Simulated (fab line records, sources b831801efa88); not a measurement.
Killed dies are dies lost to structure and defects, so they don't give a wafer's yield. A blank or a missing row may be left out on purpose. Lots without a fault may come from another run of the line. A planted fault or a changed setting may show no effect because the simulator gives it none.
Which tool did it? | flow sky130 | 11 lots, 33 wafers sampled, at 5 steps of a route of 708

WHAT THE GAUGES READ, wafer by wafer
The record holds no reading of a measuring or inspecting step that can be judged against a usual standard deviation.

WHICH TOOL RAN EACH LOT (tool, then ch and the chambers of the sampled wafers, then the start)
lot  | SKY_VIA3_ETCH_14                   | SKY_VIA3_CVD_21               | SKY_METAL4_SPUTTER_00        | SKY_METAL4_SPUTTER_02        | SKY_PAD_OPEN_PROBE_99
L398 | rie_diel-02 ch 0,1, day 37 19:22   | cvd_w-01 ch 0, day 37 20:07   | pvd_sputter-02, day 37 20:46 | pvd_sputter-02, day 37 20:49 | -
L401 | rie_diel-02 ch 2,3, day 38 09:17   | cvd_w-02 ch 0,1, day 38 10:03 | pvd_sputter-01, day 38 10:39 | pvd_sputter-01, day 38 10:42 | prober-01, day 44 19:08
L404 | rie_diel-02 ch 0,1,2, day 39 10:22 | cvd_w-01 ch 0,1, day 39 11:07 | pvd_sputter-02, day 39 11:43 | pvd_sputter-02, day 39 11:46 | prober-02, day 45 13:34
L407 | rie_diel-01 ch 2,3, day 39 19:28   | cvd_w-02 ch 0,1, day 39 20:16 | pvd_sputter-01, day 39 20:52 | pvd_sputter-01, day 39 20:55 | prober-02, day 45 22:49
L408 | rie_diel-02 ch 0,1,2, day 40 03:28 | cvd_w-02 ch 0,1, day 40 04:43 | pvd_sputter-02, day 40 05:19 | pvd_sputter-02, day 40 05:22 | -
L417 | rie_diel-02 ch 0,2,3, day 48 02:58 | cvd_w-02 ch 0,1, day 48 03:45 | pvd_sputter-03, day 48 04:22 | pvd_sputter-03, day 48 04:25 | -
L415 | rie_diel-02 ch 0,2, day 48 05:40   | cvd_w-01 ch 0,1, day 48 06:26 | pvd_sputter-01, day 48 07:20 | pvd_sputter-01, day 48 07:23 | prober-02, day 52 16:40
L416 | rie_diel-01 ch 1,2, day 48 06:01   | cvd_w-01 ch 0, day 48 06:52   | pvd_sputter-01, day 48 07:56 | pvd_sputter-01, day 48 07:59 | prober-02, day 52 17:19
L418 | rie_diel-03 ch 0,1, day 48 07:40   | cvd_w-02 ch 0,1, day 48 08:28 | pvd_sputter-03, day 48 09:10 | pvd_sputter-03, day 48 09:13 | -
L419 | rie_diel-01 ch 0,1,2, day 48 08:11 | cvd_w-01 ch 0,1, day 48 08:59 | pvd_sputter-01, day 48 09:35 | pvd_sputter-01, day 48 09:38 | -
L420 | rie_diel-02 ch 0,1,3, day 48 09:07 | cvd_w-02 ch 0,1, day 48 09:55 | pvd_sputter-01, day 48 10:31 | pvd_sputter-01, day 48 10:37 | -
- SKY_VIA3_ETCH_14: etches BARC in N2/H2, stops on SiO2, time 45.9 s, target depth 60 nm.
- SKY_VIA3_CVD_21: deposits W, target thk 390 nm, time 117.31 s.
- SKY_METAL4_SPUTTER_00: material Ti, target thk 15 nm, time 10 s.
- SKY_METAL4_SPUTTER_02: material AlCu, target thk 735 nm, time 39.1 s.
- SKY_PAD_OPEN_PROBE_99

WHAT THE TOOLS THEMSELVES READ (means of the sampled wafers that have a number; where no wafer has one, the mark that the record gives instead)
SKY_VIA3_ETCH_14. Usual: drypump_motor_current_A 5.8 A, standard deviation 0.77; h2_flow_sccm 200.0 sccm, standard deviation 0.56; oes_product_au 0.855 a.u., standard deviation 0.005; throttle_valve_pct 13.224 %, standard deviation 0.0084.
lot  | tool        | drypump_motor_current_A (A) | h2_flow_sccm (sccm) | oes_product_au (a.u.) | throttle_valve_pct (%) | flag
L398 | rie_diel-02 | 5.7                         | 199.7               | 0.855                 | 13.218                 |
L401 | rie_diel-02 | 6.6                         | 200.3               | 0.855                 | 13.225                 |
L404 | rie_diel-02 | 6.1                         | 200.5               | 0.855                 | 13.221                 |
L407 | rie_diel-01 | 5.9                         | 199.4               | 0.856                 | 13.223                 |
L408 | rie_diel-02 | 6.1                         | 199.8               | 0.853                 | 13.224                 |
L417 | rie_diel-02 | 6.7                         | 200.2               | 0.854                 | 13.229                 |
L415 | rie_diel-02 | 6.6                         | 200.5               | 0.854                 | 13.224                 |
L416 | rie_diel-01 | 6.4                         | 199.6               | 0.854                 | 13.230                 |
L418 | rie_diel-03 | 5.0                         | 200.3               | 0.858                 | 13.218                 |
L419 | rie_diel-01 | 6.0                         | 199.7               | 0.862                 | 13.221                 |
L420 | rie_diel-02 | 6.2                         | 200.3               | 0.855                 | 13.232                 |

SKY_VIA3_CVD_21. Usual: heater_power_w 827 W, standard deviation 57.
lot  | tool     | heater_power_w (W) | flag
L398 | cvd_w-01 | 797                |
L401 | cvd_w-02 | 834                |
L404 | cvd_w-01 | 775                |
L407 | cvd_w-02 | 844                |
L408 | cvd_w-02 | 846                |
L417 | cvd_w-02 | 860                |
L415 | cvd_w-01 | 786                |
L416 | cvd_w-01 | 733                |
L418 | cvd_w-02 | 843                |
L419 | cvd_w-01 | 781                |
L420 | cvd_w-02 | 835                |

SKY_METAL4_SPUTTER_00. Usual: cathode_dc_power_W 3000.0 W, standard deviation 0.56; chamber_pressure_pa 0.4001 Pa, standard deviation 0.00067; throttle_valve_pct 29.7 %, standard deviation 1.
lot  | tool           | cathode_dc_power_W (W) | chamber_pressure_pa (Pa) | throttle_valve_pct (%) | flag
L398 | pvd_sputter-02 | 3000.2                 | 0.4003                   | 29.8                   |
L401 | pvd_sputter-01 | 2999.8                 | 0.4004                   | 29.6                   |
L404 | pvd_sputter-02 | 2999.9                 | 0.4001                   | 29.8                   |
L407 | pvd_sputter-01 | 3000.4                 | 0.4000                   | 29.9                   |
L408 | pvd_sputter-02 | 3000.1                 | 0.4004                   | 29.4                   |
L417 | pvd_sputter-03 | -                      | -                        | -                      | OFF
L415 | pvd_sputter-01 | -                      | -                        | -                      | OFF
L416 | pvd_sputter-01 | -                      | -                        | -                      | OFF
L418 | pvd_sputter-03 | 2999.8                 | 0.3999                   | 29.3                   |
L419 | pvd_sputter-01 | 2999.6                 | 0.3994                   | 30.2                   |
L420 | pvd_sputter-01 | 3000.2                 | 0.3998                   | 31.1                   |

SKY_METAL4_SPUTTER_02. Usual: cathode_dc_power_W 10600 W, standard deviation 2.2; chamber_pressure_pa 0.4000 Pa, standard deviation 0.00076; throttle_valve_pct 29.7 %, standard deviation 1.
lot  | tool           | cathode_dc_power_W (W) | chamber_pressure_pa (Pa) | throttle_valve_pct (%) | flag
L398 | pvd_sputter-02 | 10600                  | 0.3999                   | 30.0                   |
L401 | pvd_sputter-01 | 10601                  | 0.4001                   | 29.7                   |
L404 | pvd_sputter-02 | 10599                  | 0.4006                   | 29.8                   |
L407 | pvd_sputter-01 | 10597                  | 0.4004                   | 29.9                   |
L408 | pvd_sputter-02 | 10602                  | 0.3988                   | 29.6                   |
L417 | pvd_sputter-03 | 10600                  | 0.3999                   | 29.5                   |
L415 | pvd_sputter-01 | 10602                  | 0.3994                   | 31.3                   |
L416 | pvd_sputter-01 | 10602                  | 0.4003                   | 29.7                   |
L418 | pvd_sputter-03 | 10602                  | 0.3995                   | 29.3                   |
L419 | pvd_sputter-01 | 10600                  | 0.4001                   | 30.2                   |
L420 | pvd_sputter-01 | 10597                  | 0.3999                   | 31.1                   |

SKY_PAD_OPEN_PROBE_99. Usual: defect_limited_yield 82.5 %, standard deviation 1.9; killed_at_M0_to_M3 43, standard deviation 7; killed_at_M4_up 2.7, standard deviation 1.6; killed_at_contacts 24, standard deviation 5.3; killed_at_front_end 16, standard deviation 4.6; killed_at_other 0.3, standard deviation 0.53; killed_dies 86, standard deviation 9.3; killed_open 47, standard deviation 6.9; killed_short 38, standard deviation 6.1; sort_bin_3_pad_short 0.9 %, standard deviation 0.4; sort_bin_5_function 10.3 %, standard deviation 1.4; sort_bin_6_memory 6.3 %, standard deviation 1.1; sort_n_pass 406, standard deviation 9.3; sort_yield_pct 82.5 %, standard deviation 1.9.
lot  | tool      | defect_limited_yield (%) | killed_at_M0_to_M3 | killed_at_M4_up | killed_at_contacts | killed_at_front_end | killed_at_other | killed_dies | killed_open | killed_short | sort_bin_3_pad_short (%) | sort_bin_5_function (%) | sort_bin_6_memory (%) | sort_n_pass | sort_yield_pct (%) | flag
L401 | prober-01 | 81.9                     | 48                 | 3.0             | 22                 | 15                  | 0.7             | 89          | 47          | 41           | 1.5                      | 10.0                    | 6.6                   | 403         | 81.9               |
L404 | prober-02 | 87.2                     | 32                 | 2.3             | 16                 | 12                  | 0.0             | 63          | 35          | 28           | 0.4                      | 7.0                     | 5.4                   | 429         | 87.2               |
L407 | prober-02 | 82.2                     | 45                 | 2.3             | 26                 | 13                  | 0.7             | 87          | 49          | 38           | 0.7                      | 10.0                    | 7.0                   | 405         | 82.2               |
L415 | prober-02 | 82.2                     | 43                 | 2.7             | 24                 | 17                  | 0.3             | 88          | 53          | 34           | 0.5                      | 10.3                    | 7.0                   | 404         | 82.2               |
L416 | prober-02 | 83.3                     | 43                 | 1.3             | 23                 | 14                  | 1.0             | 82          | 46          | 34           | 0.4                      | 10.0                    | 6.3                   | 410         | 83.3               |

THE ANSWER, worked out from the rows above alone
Rule: a lot is off if the mean of its wafers that have a number lies more than 3 standard deviations from the usual mean. A lot without any number at a reading at which 4 lots or more have one is off too. The other lots that the step has rows for count as sound. The gauges are gone through in route order, then the tools' own readings, and for those a lot's mean is taken as printed above. The first step at which some lot is off is used, and at that step the reading that is off furthest; a lot without a number counts as furthest.
Off: L417, L415, L416, at SKY_METAL4_SPUTTER_00 (cathode_dc_power_W). Without a number there: L417, L415, L416.
A tool fits if, at that step or a process step before it, it ran every lot that is off, and no sound lot after the first of them. None of those tried fits.

WHAT THE SIMULATOR HAD PUT IN
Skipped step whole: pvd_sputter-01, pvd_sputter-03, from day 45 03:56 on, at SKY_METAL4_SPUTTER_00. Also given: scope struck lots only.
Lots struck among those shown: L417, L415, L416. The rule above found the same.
